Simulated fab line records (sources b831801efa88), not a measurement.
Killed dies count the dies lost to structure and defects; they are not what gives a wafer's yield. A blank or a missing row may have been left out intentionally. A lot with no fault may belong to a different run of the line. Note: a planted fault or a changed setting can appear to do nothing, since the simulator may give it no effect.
fab line records	flow sky130
record: lots: 6	wafers: 18	lastDay: 50
route steps=708 shown VIA4@653 METAL5@661 PAD_OPEN@708
lots that met no fault: taken from a fault-free run of the same line
startH: hours from the record's opening day to when the first of the lot's shown wafers began	waitH: time in hours since the lot's previous step	" same as the row above	L1.1+2: a single row standing in for several wafers	- no value present, or no start provided	* or withheld: withheld	< > ~ a bound
route shown NAME@n: NAME is a module with steps in the file, n the number in the route of the first one	usual: mean/standard deviation of fault-free wafers	same: alike in all rows	chamber/n: place in a boat	sites: each site's reading	_std_site: the values' standard deviation	_edge_site: outer sites' mean less inner sites'	radiusMm: how far each site lies from the wafer's centre	mask NAME#n: copy n	behind: the most recent tool/chamber to have shaped the wafer	hold: why the lot was held/for how many hours/how that ended	device: the transistor (n, p or np) that didn't switch	end of line: the tests these same wafers got at the end of their route	a step given without rows: its recipe and nothing more	killed: the dies lost at the first sort to structure and to defects; this is not the yield of the wafer	map: the dies of a wafer, with x for killed, . for not killed, _ for no die there
set.NAME: setting as actually run; set.NAME@STEP: the setting as run at that earlier step	model.NAME: the simulator's own value behind a step, which no gauge read
lots at some steps of the route; a table a step, a row a wafer
services: when a tool's chamber went out of use (startH, in hours from the record's first day, below 0 if earlier), for how many hours, and the reason
== steps ==
step: SKY_VIA4_STRIP_14
recipe: chemistry: postEtchResidueRemover	timeS: 1200	tempC: 72.5
step: SKY_VIA4_CLEAN_15
recipe: chemistry: IPA	timeS: 180	tempC: 25
step: SKY_VIA4_CLEAN_16
recipe: chemistry: O3/DIW	dry: n2Spin
step: SKY_VIA4_SPUTTER_17
recipe: material: TiN	targetThkNm: 20	chamberPressurePa: 5	powerW: 4000	timeS: 80
usual: cathodeDcPowerW: 4000.1/0.68	throttleValvePct: 29.8/1.3
same: timeS: 80
lot.wafer	tool	chamber	startH	waitH	cathodeDcPowerW	throttleValvePct
L707.1	pvdSputter-01	-	1015.36	0.0	4000.7	30.2
L707.4	"	-	"	"	4000.0	31.5
L707.5	"	-	"	"	4000.4	29.5
L720.1	pvdSputter-01	-	1095.71	0.0	3999.8	30.3
L720.2	"	-	"	"	4000.5	31.6
L720.5	"	-	"	"	4000.1	29.6
L722.1	pvdSputter-03	-	1098.78	0.0	4000.7	31.2
L722.3	"	-	"	"	3999.9	30.9
L722.6	"	-	"	"	3999.7	30.7
L721.1	pvdSputter-02	-	1100.49	0.0	4000.1	30.8
L721.3	"	-	"	"	3999.5	27.5
L721.4	"	-	"	"	4000.5	28.7
L727.2	pvdSputter-02	-	1133.18	0.0	3999.9	30.9
L727.3	"	-	"	"	4000.2	27.5
L727.4	"	-	"	"	4000.6	30.9
L728.1	pvdSputter-03	-	1133.56	0.0	3999.5	29.7
L728.3	"	-	"	"	4001.2	29.7
L728.5	"	-	"	"	3999.9	29.6
step: SKY_VIA4_CVD_18
recipe: material: W	targetThkNm: 505	timeS: 152.14	tempC: 400	pressureTorr: 40
usual: heaterPowerOuterW: 509/51	heaterPowerW: 837/62	susceptorTempC: 400.03/0.24
same: timeS: 152.14
lot.wafer	tool	chamber	startH	waitH	heaterPowerOuterW	heaterPowerW	susceptorTempC
L707.1	cvdW-01	0	1015.42	0.0	475	782	400.18
L707.4	"	1	"	"	573	940	400.01
L707.5	"	0	"	"	490	777	399.94
L720.1	cvdW-02	0	1095.77	0.0	484	839	400.34
L720.2	"	1	"	"	472	784	400.39
L720.5	"	1	"	"	471	791	400.35
L722.1	cvdW-01	0	1098.84	0.0	473	788	399.79
L722.3	"	0	"	"	489	776	399.97
L722.6	"	0	"	"	489	786	400.23
L721.1	cvdW-01	1	1100.56	0.0	600	937	400.30
L721.3	"	1	"	"	589	915	400.61
L721.4	"	0	"	"	492	779	399.88
L727.2	cvdW-02	0	1133.24	0.0	492	853	400.39
L727.3	"	1	"	"	465	786	400.41
L727.4	"	0	"	"	479	852	400.33
L728.1	cvdW-01	0	1133.63	0.0	486	793	399.96
L728.3	"	0	"	"	489	777	399.72
L728.5	"	1	"	"	590	941	399.77
step: SKY_VIA4_RS_MEAS_19
recipe: thkMeasGauge: four-point-probe	reads: W_of_VIA4_CVD_18+TiN_of_VIA4_SPUTTER_17
usual: VIA4_W_RS: 0.2269/0.0028
lot.wafer	tool	chamber	startH	waitH	VIA4_W_RS[ohm/sq]
L707.1	filmMetro-01	-	1015.58	0.1	0.2307
L707.4	"	-	"	"	0.2262
L707.5	"	-	"	"	0.2299
L720.1	filmMetro-01	-	1095.92	0.1	0.2242
L720.2	"	-	"	"	0.2281
L720.5	"	-	"	"	0.2265
L722.1	filmMetro-02	-	1098.99	0.1	0.2289
L722.3	"	-	"	"	0.2288
L722.6	"	-	"	"	0.2266
L721.1	filmMetro-02	-	1100.74	0.1	0.2285
L721.3	"	-	"	"	0.2257
L721.4	"	-	"	"	0.2287
L727.2	filmMetro-03	-	1133.41	0.1	0.2251
L727.3	"	-	"	"	0.2274
L727.4	"	-	"	"	0.2223
L728.1	filmMetro-01	-	1133.78	0.1	0.2304
L728.3	"	-	"	"	0.2288
L728.5	"	-	"	"	0.2268
step: SKY_VIA4_THK_MEAS_20
recipe: thkMeasGauge: xrf	reads: W_of_VIA4_CVD_18
usual: VIA4_W_THK: 503/7.7
lot.wafer	tool	chamber	startH	waitH	VIA4_W_THK[nm]
L707.1	filmMetro-01	-	1015.70	0.1	496
L707.4	"	-	"	"	508
L707.5	"	-	"	"	500
L720.1	filmMetro-01	-	1096.04	0.1	513
L720.2	"	-	"	"	507
L720.5	"	-	"	"	510
L722.1	filmMetro-02	-	1099.11	0.1	496
L722.3	"	-	"	"	494
L722.6	"	-	"	"	499
L721.1	filmMetro-02	-	1100.86	0.1	496
L721.3	"	-	"	"	499
L721.4	"	-	"	"	497
L727.2	filmMetro-03	-	1133.52	0.1	494
L727.3	"	-	"	"	492
L727.4	"	-	"	"	502
L728.1	filmMetro-01	-	1133.90	0.1	502
L728.3	"	-	"	"	502
L728.5	"	-	"	"	505
step: SKY_VIA4_CMP_21
recipe: stopOn: SiO2	tOverpolishS: 25	downForcePsi: 3.5	platenRpm: 60	targetThkNm: 0	padVelocityMS: 0.94248
step: SKY_METAL5_SPUTTER_00
recipe: material: Ti	targetThkNm: 15	powerW: 3000	timeS: 10	chamberPressurePa: 0.4
usual: cathodeDcPowerW: 3000.0/0.54	throttleValvePct: 30.4/0.72
same: timeS: 10
lot.wafer	tool	chamber	startH	waitH	cathodeDcPowerW	throttleValvePct
L707.1	pvdSputter-01	-	1016.08	0.2	2999.9	31.7
L707.4	"	-	"	"	2999.6	30.2
L707.5	"	-	"	"	3000.6	29.7
L720.1	pvdSputter-01	-	1096.40	0.1	3000.4	31.4
L720.2	"	-	"	"	3000.0	30.3
L720.5	"	-	"	"	3000.3	30.4
L722.1	pvdSputter-04	-	1099.49	0.1	2998.9	31.5
L722.3	"	-	"	"	2999.4	30.9
L722.6	"	-	"	"	2999.7	31.6
L721.1	pvdSputter-01	-	1101.22	0.1	2999.2	30.1
L721.3	"	-	"	"	2999.9	29.7
L721.4	"	-	"	"	3000.0	30.8
L727.2	pvdSputter-03	-	1134.06	0.1	2999.8	30.7
L727.3	"	-	"	"	2999.6	29.3
L727.4	"	-	"	"	3000.4	30.0
L728.1	pvdSputter-04	-	1134.26	0.2	3000.8	31.1
L728.3	"	-	"	"	2999.9	30.1
L728.5	"	-	"	"	3000.0	31.3
step: SKY_METAL5_SPUTTER_01
recipe: material: TiN	targetThkNm: 20	powerW: 6500	timeS: 16.7	chamberPressurePa: 0.4
usual: cathodeDcPowerW: 6500.0/1.3	throttleValvePct: 30.5/0.73
same: timeS: 16.7
lot.wafer	tool	chamber	startH	waitH	cathodeDcPowerW	throttleValvePct
L707.1	pvdSputter-01	-	1016.10	0.0	6500.1	31.7
L707.4	"	-	"	"	6499.9	30.3
L707.5	"	-	"	"	6499.5	29.8
L720.1	pvdSputter-01	-	1096.42	0.0	6500.4	31.7
L720.2	"	-	"	"	6497.6	30.3
L720.5	"	-	"	"	6501.5	30.4
L722.1	pvdSputter-04	-	1099.52	0.0	6499.9	31.4
L722.3	"	-	"	"	6499.3	31.1
L722.6	"	-	"	"	6499.3	31.5
L721.1	pvdSputter-01	-	1101.24	0.0	6499.4	30.3
L721.3	"	-	"	"	6499.8	29.7
L721.4	"	-	"	"	6498.0	30.8
L727.2	pvdSputter-03	-	1134.08	0.0	6501.0	30.6
L727.3	"	-	"	"	6500.8	29.5
L727.4	"	-	"	"	6502.7	29.5
L728.1	pvdSputter-04	-	1134.28	0.0	6500.0	31.0
L728.3	"	-	"	"	6498.7	30.1
L728.5	"	-	"	"	6497.0	31.7
step: SKY_METAL5_SPUTTER_02
recipe: material: AlCu	targetThkNm: 1150	powerW: 10600	timeS: 61.2	chamberPressurePa: 0.4
step: SKY_METAL5_SPUTTER_03
recipe: material: Ti	targetThkNm: 5	powerW: 3000	timeS: 3.3	chamberPressurePa: 0.4
usual: cathodeDcPowerW: 3000.1/0.56	throttleValvePct: 30.5/0.7
same: timeS: 3.3
lot.wafer	tool	chamber	startH	waitH	cathodeDcPowerW	throttleValvePct
L707.1	pvdSputter-01	-	1016.18	0.0	2999.2	31.8
L707.4	"	-	"	"	3000.2	30.2
L707.5	"	-	"	"	2999.9	29.7
L720.1	pvdSputter-01	-	1096.50	0.0	2999.2	31.9
L720.2	"	-	"	"	3000.1	30.3
L720.5	"	-	"	"	2999.9	30.6
L722.1	pvdSputter-04	-	1099.59	0.0	3001.2	31.5
L722.3	"	-	"	"	3000.4	31.0
L722.6	"	-	"	"	2999.9	31.3
L721.1	pvdSputter-01	-	1101.32	0.0	3000.0	30.5
L721.3	"	-	"	"	3000.5	29.7
L721.4	"	-	"	"	3000.6	30.6
L727.2	pvdSputter-03	-	1134.16	0.0	3001.7	30.6
L727.3	"	-	"	"	2999.9	29.6
L727.4	"	-	"	"	3000.5	29.7
L728.1	pvdSputter-04	-	1134.36	0.0	3000.3	31.0
L728.3	"	-	"	"	3000.2	30.2
L728.5	"	-	"	"	3000.3	31.6
step: SKY_METAL5_SPUTTER_04
recipe: material: TiN	targetThkNm: 70	powerW: 6500	timeS: 58.3	chamberPressurePa: 0.4
usual: cathodeDcPowerW: 6500.1/1.1	throttleValvePct: 30.5/0.74
same: timeS: 58.3
lot.wafer	tool	chamber	startH	waitH	cathodeDcPowerW	throttleValvePct	model.TiN_of_METAL5_SPUTTER_04.thkNm
L707.1	pvdSputter-01	-	1016.20	0.0	6501.1	31.7	70.93
L707.4	"	-	"	"	6500.8	30.3	70.37
L707.5	"	-	"	"	6500.2	29.7	70.89
L720.1	pvdSputter-01	-	1096.52	0.0	6502.8	31.6	70.62
L720.2	"	-	"	"	6245.3	30.2	67.57
L720.5	"	-	"	"	6245.7	30.6	66.99
L722.1	pvdSputter-04	-	1099.61	0.0	6500.6	31.6	69.6
L722.3	"	-	"	"	6500.3	31.1	70.23
L722.6	"	-	"	"	6500.5	31.5	69.62
L721.1	pvdSputter-01	-	1101.34	0.0	6245.0	30.3	67.63
L721.3	"	-	"	"	6500.4	29.6	69.95
L721.4	"	-	"	"	6499.8	30.7	70.2
L727.2	pvdSputter-03	-	1134.18	0.0	6501.2	31.1	69.86
L727.3	"	-	"	"	6498.4	29.4	69.61
L727.4	"	-	"	"	6500.2	29.9	69.61
L728.1	pvdSputter-04	-	1134.37	0.0	6500.8	31.1	69.7
L728.3	"	-	"	"	6500.6	30.3	69.37
L728.5	"	-	"	"	6500.5	31.4	69.39
step: SKY_METAL5_RS_MEAS_05
recipe: thkMeasGauge: four-point-probe	reads: TiN_of_METAL5_SPUTTER_04+Ti_of_METAL5_SPUTTER_03+AlCu_of_METAL5_SPUTTER_02+TiN_of_METAL5_SPUTTER_01+Ti_of_METAL5_SPUTTER_00
usual: METAL5_ALCU_RS: 0.0271/0.00026
lot.wafer	tool	chamber	startH	waitH	METAL5_ALCU_RS[ohm/sq]
L707.1	filmMetro-02	-	1016.25	0.0	0.02699
L707.4	"	-	"	"	0.0273
L707.5	"	-	"	"	0.027
L720.1	filmMetro-04	-	1096.57	0.0	0.02675
L720.2	"	-	"	"	0.02686
L720.5	"	-	"	"	0.02689
L722.1	filmMetro-02	-	1099.66	0.0	0.02715
L722.3	"	-	"	"	0.02697
L722.6	"	-	"	"	0.02708
L721.1	filmMetro-04	-	1101.38	0.0	0.02731
L721.3	"	-	"	"	0.02708
L721.4	"	-	"	"	0.02709
L727.2	filmMetro-03	-	1134.24	0.0	0.02689
L727.3	"	-	"	"	0.02702
L727.4	"	-	"	"	0.0269
L728.1	filmMetro-02	-	1134.42	0.0	0.02657
L728.3	"	-	"	"	0.02701
L728.5	"	-	"	"	0.02652
step: SKY_METAL5_THK_MEAS_06
recipe: thkMeasGauge: xrf	reads: AlCu_of_METAL5_SPUTTER_02
usual: METAL5_ALCU_THK: 1153/13
lot.wafer	tool	chamber	startH	waitH	METAL5_ALCU_THK[nm]
L707.1	filmMetro-02	-	1016.37	0.1	1157
L707.4	"	-	"	"	1141
L707.5	"	-	"	"	1149
L720.1	filmMetro-04	-	1096.69	0.1	1172
L720.2	"	-	"	"	1177
L720.5	"	-	"	"	1172
L722.1	filmMetro-02	-	1099.78	0.1	1145
L722.3	"	-	"	"	1153
L722.6	"	-	"	"	1154
L721.1	filmMetro-04	-	1101.50	0.1	1155
L721.3	"	-	"	"	1158
L721.4	"	-	"	"	1154
L727.2	filmMetro-03	-	1134.35	0.1	1164
L727.3	"	-	"	"	1153
L727.4	"	-	"	"	1162
L728.1	filmMetro-02	-	1134.54	0.1	1175
L728.3	"	-	"	"	1162
L728.5	"	-	"	"	1178
step: SKY_METAL5_DEHYDRATE_07
recipe: tempC: 200	timeS: 60
step: SKY_METAL5_HMDS_08
recipe: primeTimeS: 60	primeTempC: 120
step: SKY_METAL5_COAT_09
recipe: resist: NOVOLAK	spinRpm: 3000	resistThkNm: 1800
step: SKY_METAL5_SOFTBAKE_10
recipe: tempC: 90	timeS: 60	resist: NOVOLAK
step: SKY_METAL5_EXPOSE_11
recipe: maskId: MM5	na: 0.6	sourceShape: conventional	sigmaOuter: 0.6	polarization: unpolarized	targetCdNm: 1600	doseMj: 190
step: SKY_METAL5_PEB_12
recipe: tempC: withheld	timeS: *	resist: NOVOLAK
step: SKY_METAL5_DEVELOP_13
recipe: resist: NOVOLAK	developer: TMAH	developTimeS: 60	devTempC: 23
step: SKY_METAL5_DESCUM_14
recipe: chemistry: O2	sourcePowerW: 150	biasPowerW: 0	pressureMtorr: 10	tempC: 40	timeS: 11
step: SKY_METAL5_METAL_ETCH_15
recipe: targetDepthA: 12600	stopOn: SiO2	overEtchFrac: 0.2	timeS: 252	chemistry: Cl2/BCl3	resistSidewallDeg: 86	pressureMtorr: 10	icpW: 900	biasW: 48.5	Cl2_flow_sccm: 60	bcl3FlowSccm: 30
usual: drypumpMotorCurrentA: 5.70/0.2	heBacksideLeakSccm: 3.34/0.25	oesProductAu: 0.894/0.0052	throttleValvePct: 22.264/0.0083
same: timeS: 252
lot.wafer	tool	chamber	startH	waitH	drypumpMotorCurrentA	heBacksideLeakSccm	oesProductAu	rfHoursCounterH	throttleValvePct	model.etch.depthNm	model.METAL5.featureDepthNm
L707.1	rieMetal-04	0	1039.21	0.0	5.41	5.36	0.891	20	22.258	1261	1261
L707.4	"	1	"	"	5.83	3.22	0.900	-	22.255	1266	1266
L707.5	"	0	"	"	5.41	3.23	0.891	-	22.274	1260	1260
L720.1	rieMetal-04	1	1117.58	0.0	5.78	3.26	0.898	16	22.249	1260	1260
L720.2	"	0	"	"	5.39	3.30	0.897	27	22.266	1267	1267
L720.5	"	1	"	"	5.77	3.27	0.897	-	22.264	1266	1266
L722.1	rieMetal-04	1	1120.18	0.0	5.81	3.52	0.891	16	22.259	1254	1254
L722.3	"	0	"	"	5.41	3.13	0.895	-	22.266	1262	1262
L722.6	"	0	"	"	5.39	3.23	0.892	-	22.260	1257	1257
L721.1	rieMetal-02	1	1121.98	0.0	5.66	3.21	0.904	14	22.255	1269	1269
L721.3	"	0	"	"	5.69	3.72	0.897	-	22.267	1263	1263
L721.4	"	1	"	"	5.65	3.33	0.897	-	22.279	1259	1259
L728.1	rieMetal-02	0	1152.95	0.0	5.69	3.60	0.896	19	22.268	1264	1264
L728.3	"	1	"	"	5.66	3.25	0.893	-	22.270	1263	1263
L728.5	"	0	"	"	5.70	3.56	0.897	-	22.266	1265	1265
L727.2	rieMetal-04	1	1153.05	0.1	5.78	3.34	0.891	-	22.258	1253	1253
L727.3	"	1	"	"	5.83	3.42	0.892	-	22.266	1260	1260
L727.4	"	1	"	"	5.77	3.41	0.893	-	22.256	1267	1267
step: SKY_METAL5_STRIP_16
recipe: chemistry: O2/N2	powerW: 1400	pressureMtorr: 1500	platenTempC: withheld	o2FlowSccm: 3000	n2FlowSccm: 300	overashFraction: 0.5
step: SKY_METAL5_STRIP_17
recipe: chemistry: postEtchResidueRemover	timeS: 1200	tempC: 72.5
same: timeS: 1200
lot.wafer	tool	chamber	startH	waitH	model.TiN_of_METAL5_SPUTTER_04.thkNm
L707.1	wetBench-01	3	1039.55	0.1	70.5
L707.4	"	3	"	"	69.95
L707.5	"	3	"	"	70.46
L720.1	wetBench-01	1	1117.92	0.1	70.2
L720.2	"	1	"	"	67.15
L720.5	"	1	"	"	66.57
L722.1	wetBench-02	1	1120.52	0.1	69.18
L722.3	"	1	"	"	69.81
L722.6	"	1	"	"	69.2
L721.1	wetBench-02	0	1122.32	0.1	67.21
L721.3	"	0	"	"	69.53
L721.4	"	0	"	"	69.78
L728.1	wetBench-02	0	1153.28	0.1	69.28
L728.3	"	0	"	"	68.95
L728.5	"	0	"	"	68.97
L727.2	wetBench-03	2	1153.54	0.1	69.44
L727.3+4	"	2	"	"	69.18
step: SKY_METAL5_CLEAN_18
recipe: chemistry: IPA	timeS: 180	tempC: 25
step: SKY_PAD_OPEN_PROBE_99
usual: defectLimitedYield: 82.6/1.9	killed_at_M0_to_M3: 43/7.1	killed_at_M4_up: 3.0/1.6	killedAtContacts: 24/5.3	killedAtFrontEnd: 16/4.1	killedAtOther: 0.5/0.82	killedDies: 86/9.4	killedOnRim: 17/4.1	killedOpen: 46/6.9	killedShort: 39/6.5	sort_bin_3_pad_short: 0.9/0.45	sort_bin_5_function: 10.3/1.5	sort_bin_6_memory: 6.2/1.1	sortNPass: 406/9.4	sortYieldPct: 82.6/1.9
same: grossDies: 492	killedAtBackSide: 0	sort_bin_4_leakage[%]: 0	sort_bin_8_speed[%]: 0
lot.wafer	tool	chamber	startH	waitH	defectLimitedYield[%]	killed_at_M0_to_M3	killed_at_M4_up	killedAtContacts	killedAtFrontEnd	killedAtOther	killedDies	killedOnRim	killedOpen	killedShort	sort_bin_3_pad_short[%]	sort_bin_5_function[%]	sort_bin_6_memory[%]	sortNPass	sortYieldPct[%]
L707.1	prober-01	-	1086.21	0.1	80.3	43	3	30	21	0	97	18	52	45	1.0	11.8	6.9	395	80.3
L707.4	prober-01	-	1086.36	0.2	82.5	34	1	33	18	0	86	22	44	42	1.0	9.8	6.7	406	82.5
L707.5	prober-01	-	1086.41	0.2	83.1	42	3	23	14	1	83	23	46	35	1.8	9.3	5.7	409	83.1
L720.1	prober-01	-	1157.20	0.1	80.7	55	1	23	16	0	95	22	54	41	1.0	12.2	6.1	397	80.7
L720.2	prober-01	-	1157.25	0.1	82.7	40	2	28	14	1	85	24	55	30	0.2	10.8	6.3	407	82.7
L720.5	prober-01	-	1157.40	0.2	81.1	40	2	34	16	1	93	17	52	41	0.4	11.6	6.9	399	81.1
L722.1	prober-02	-	1160.03	0.1	81.9	40	2	26	20	1	89	18	48	41	1.2	11.0	5.9	403	81.9
L722.3	prober-02	-	1160.13	0.2	84.8	40	1	23	11	0	75	11	46	29	0.6	7.7	6.9	417	84.8
L722.6	prober-02	-	1160.28	0.2	82.1	50	5	21	12	0	88	18	38	50	0.4	11.4	6.1	404	82.1
L721.1	prober-01	-	1162.29	0.1	84.8	35	4	23	13	0	75	16	38	37	0.6	9.3	5.3	417	84.8
L721.3	prober-01	-	1162.39	0.2	77.4	55	1	32	23	0	111	22	70	41	1.0	13.2	8.3	381	77.4
L721.4	prober-01	-	1162.44	0.2	85.2	47	5	11	10	0	73	12	30	42	0.4	8.5	5.9	419	85.2
L728.1	prober-02	-	1189.92	0.1	81.9	42	1	25	20	1	89	15	44	45	1.8	10.4	5.9	403	81.9
L728.3	prober-02	-	1190.02	0.2	80.9	41	3	29	20	1	94	18	53	41	0.6	12.0	6.5	398	80.9
L728.5	prober-02	-	1190.12	0.2	82.9	40	2	20	22	0	84	9	36	48	1.6	10.4	5.1	408	82.9
L727.2	prober-01	-	1190.58	0.1	84.6	37	5	21	13	0	76	15	34	41	0.8	7.7	6.9	416	84.6
L727.3	prober-01	-	1190.63	0.2	86.6	23	1	23	19	0	66	11	34	32	1.4	6.9	5.1	426	86.6
L727.4	prober-01	-	1190.68	0.2	83.7	36	4	22	18	0	80	22	41	39	1.2	9.8	5.3	412	83.7
killed by level:class
L707.1 VIA1:geometricParticle:open=14 CONTACT:geometricParticle:short=9 LI_CONTACT:geometricParticle:open=7 METAL1:geometricParticle:short=7 FIELD_ISO:geometricParticle:short=6 CONTACT:geometricParticle:open=6 VIA2:geometricParticle:open=5 VIA3:geometricParticle:open=5
L707.4 CONTACT:geometricParticle:open=10 LOCAL_INTERCONNECT:geometricParticle:short=9 LI_CONTACT:geometricParticle:open=8 VIA1:geometricParticle:open=7 POLY_GATE:geometricParticle:short=5 VIA3:geometricParticle:open=5 METAL2:geometricParticle:short=5 FIELD_ISO:geometricParticle:open=4
L707.5 VIA1:geometricParticle:open=13 LI_CONTACT:geometricParticle:open=9 VIA2:geometricParticle:open=7 METAL1:geometricParticle:short=6 LOCAL_INTERCONNECT:geometricParticle:short=5 VIA3:geometricParticle:open=5 POLY_GATE:geometricParticle:open=4 POLY_GATE:geometricParticle:short=4
L720.1 VIA1:geometricParticle:open=19 VIA2:geometricParticle:open=7 LOCAL_INTERCONNECT:geometricParticle:short=7 VIA1:geometricParticle:short=7 LI_CONTACT:geometricParticle:open=6 FIELD_ISO:geometricParticle:short=5 CONTACT:geometricParticle:short=5 METAL1:geometricParticle:short=5
L720.2 VIA1:geometricParticle:open=12 CONTACT:geometricParticle:open=11 LI_CONTACT:geometricParticle:open=9 VIA3:geometricParticle:open=7 FIELD_ISO:geometricParticle:open=5 METAL1:geometricParticle:short=5 VIA2:geometricParticle:open=4 METAL3:geometricParticle:short=4
L720.5 LI_CONTACT:geometricParticle:open=11 CONTACT:geometricParticle:open=9 VIA1:geometricParticle:open=8 VIA2:geometricParticle:open=7 VIA3:geometricParticle:open=7 CONTACT:geometricParticle:short=6 POLY_GATE:geometricParticle:open=5 VIA3:geometricParticle:short=5
L722.1 CONTACT:geometricParticle:open=10 VIA1:geometricParticle:open=9 LI_CONTACT:geometricParticle:open=8 VIA1:geometricParticle:short=6 CONTACT:geometricParticle:short=5 FIELD_ISO:geometricParticle:open=4 FIELD_ISO:geometricParticle:short=4 SONOS_ONO:geometricParticle:short=4
L722.3 VIA1:geometricParticle:open=10 VIA2:geometricParticle:open=10 CONTACT:geometricParticle:open=8 LI_CONTACT:geometricParticle:open=7 POLY_GATE:geometricParticle:short=4 CONTACT:geometricParticle:short=4 METAL1:geometricParticle:short=4 VIA2:geometricParticle:short=4
L722.6 METAL2:geometricParticle:short=10 VIA1:geometricParticle:short=8 VIA1:geometricParticle:open=8 VIA2:geometricParticle:open=7 CONTACT:geometricParticle:open=6 METAL4:geometricParticle:short=5 CONTACT:geometricParticle:short=5 VIA3:geometricParticle:open=5
L721.1 CONTACT:geometricParticle:open=13 VIA1:geometricParticle:open=8 METAL2:geometricParticle:short=5 VIA3:geometricParticle:short=5 POLY_GATE:geometricParticle:open=4 METAL4:geometricParticle:short=4 VIA2:geometricParticle:short=3 POLY_GATE:geometricParticle:short=3
L721.3 CONTACT:geometricParticle:open=14 VIA1:geometricParticle:open=13 POLY_GATE:geometricParticle:open=10 VIA2:geometricParticle:open=10 LI_CONTACT:geometricParticle:open=9 VIA3:geometricParticle:open=7 CONTACT:geometricParticle:short=6 VIA1:geometricParticle:short=6
L721.4 VIA1:geometricParticle:open=13 METAL2:geometricParticle:short=7 VIA1:geometricParticle:short=5 VIA2:geometricParticle:open=4 METAL3:geometricParticle:short=4 FIELD_ISO:geometricParticle:short=3 LI_CONTACT:geometricParticle:short=3 CONTACT:geometricParticle:short=3
L728.1 VIA1:geometricParticle:open=12 CONTACT:geometricParticle:open=9 POLY_GATE:geometricParticle:short=8 CONTACT:geometricParticle:short=7 VIA2:geometricParticle:open=7 FIELD_ISO:geometricParticle:short=5 LOCAL_INTERCONNECT:geometricParticle:short=4 METAL1:geometricParticle:short=4
L728.3 CONTACT:geometricParticle:open=11 VIA1:geometricParticle:open=9 METAL2:geometricParticle:short=7 FIELD_ISO:geometricParticle:open=6 POLY_GATE:geometricParticle:open=6 CONTACT:geometricParticle:short=6 VIA3:geometricParticle:open=6 LI_CONTACT:geometricParticle:open=5
L728.5 POLY_GATE:geometricParticle:short=10 CONTACT:geometricParticle:open=7 VIA2:geometricParticle:open=6 METAL2:geometricParticle:short=6 VIA1:geometricParticle:open=6 CONTACT:geometricParticle:short=5 VIA2:geometricParticle:short=5 FIELD_ISO:geometricParticle:short=4
L727.2 METAL2:geometricParticle:short=11 VIA1:geometricParticle:open=10 CONTACT:geometricParticle:short=7 CONTACT:geometricParticle:open=5 FIELD_ISO:geometricParticle:short=4 LI_CONTACT:geometricParticle:open=4 VIA2:geometricParticle:open=4 METAL4:geometricParticle:short=4
L727.3 POLY_GATE:geometricParticle:open=6 CONTACT:geometricParticle:open=6 FIELD_ISO:geometricParticle:short=5 FIELD_ISO:geometricParticle:open=5 CONTACT:geometricParticle:short=5 LI_CONTACT:geometricParticle:open=4 LOCAL_INTERCONNECT:geometricParticle:short=4 VIA2:geometricParticle:open=4
L727.4 VIA1:geometricParticle:open=12 CONTACT:geometricParticle:open=9 METAL2:geometricParticle:short=7 POLY_GATE:geometricParticle:open=5 POLY_GATE:geometricParticle:short=5 LI_CONTACT:geometricParticle:open=5 VIA3:geometricParticle:open=5 FIELD_ISO:geometricParticle:short=4
== services ==
tool	chamber	startH	hours	kind
pvdSputter-04	3	1005.55	-	consumableReplace:kit
pvdSputter-04	3	1005.55	18.0	scheduledDown
pvdSputter-04	3	1005.55	18.0	ventCycle
pvdSputter-03	-	1013.09	3.5	repair
cvdW-01	-	1038.93	6.0	pm
cvdW-02	0	1058.14	11.7	repair
rieMetal-04	0	1063.94	3.7	repair
pvdSputter-03	3	1082.38	-	consumableReplace:kit
pvdSputter-03	3	1082.38	18.0	scheduledDown
pvdSputter-03	3	1082.38	18.0	ventCycle
cvdW-01	0	1082.95	4.3	repair
pvdSputter-04	2	1109.23	-	consumableReplace:kit
pvdSputter-04	2	1109.23	18.0	scheduledDown
pvdSputter-04	2	1109.23	18.0	ventCycle
pvdSputter-04	-	1122.43	0.6	repair
pvdSputter-01	-	1133.79	1.3	repair
rieMetal-04	0	1135.29	-	clean
rieMetal-04	0	1135.29	-	consumableReplace:focusRing
rieMetal-04	0	1135.29	22.6	scheduledDown
rieMetal-04	0	1135.29	22.6	ventCycle
rieMetal-02	-	1137.21	0.5	repair
pvdSputter-01	3	1140.19	-	consumableReplace:kit
pvdSputter-01	3	1140.19	18.0	scheduledDown
pvdSputter-01	3	1140.19	18.0	ventCycle
== key ==
firstSign: step: SKY_METAL5_SPUTTER_04	reading: cathodeDcPowerW	direction: down	sigmas: 99+	usual: 6500.1	struck: 6245.3
effect none on later readings
modelEffect: step: SKY_METAL5_SPUTTER_04	value: TiN_of_METAL5_SPUTTER_04.thkNm	without: 70.13	struck: 67.4
modelEffect: step: SKY_METAL5_METAL_ETCH_15	value: etch.depthNm	without: 1253	struck: 1267
modelEffect: step: SKY_METAL5_STRIP_17	value: TiN_of_METAL5_SPUTTER_04.thkNm	without: 69.71	struck: 66.98
metAt SKY_METAL5_SPUTTER_04
struckWafers L720.2,L720.5,L721.1
onsetBetween 1016.20 1096.52
fault: kind: processParameterDrift	tool: pvdSputter-01	chamber: -	onsetH: 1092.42	steps: SKY_METAL5_SPUTTER_04	channel: powerW	offset: *	shape: step	endH: 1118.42	actsIn: *	stated: *	scope: struckWafersOnly
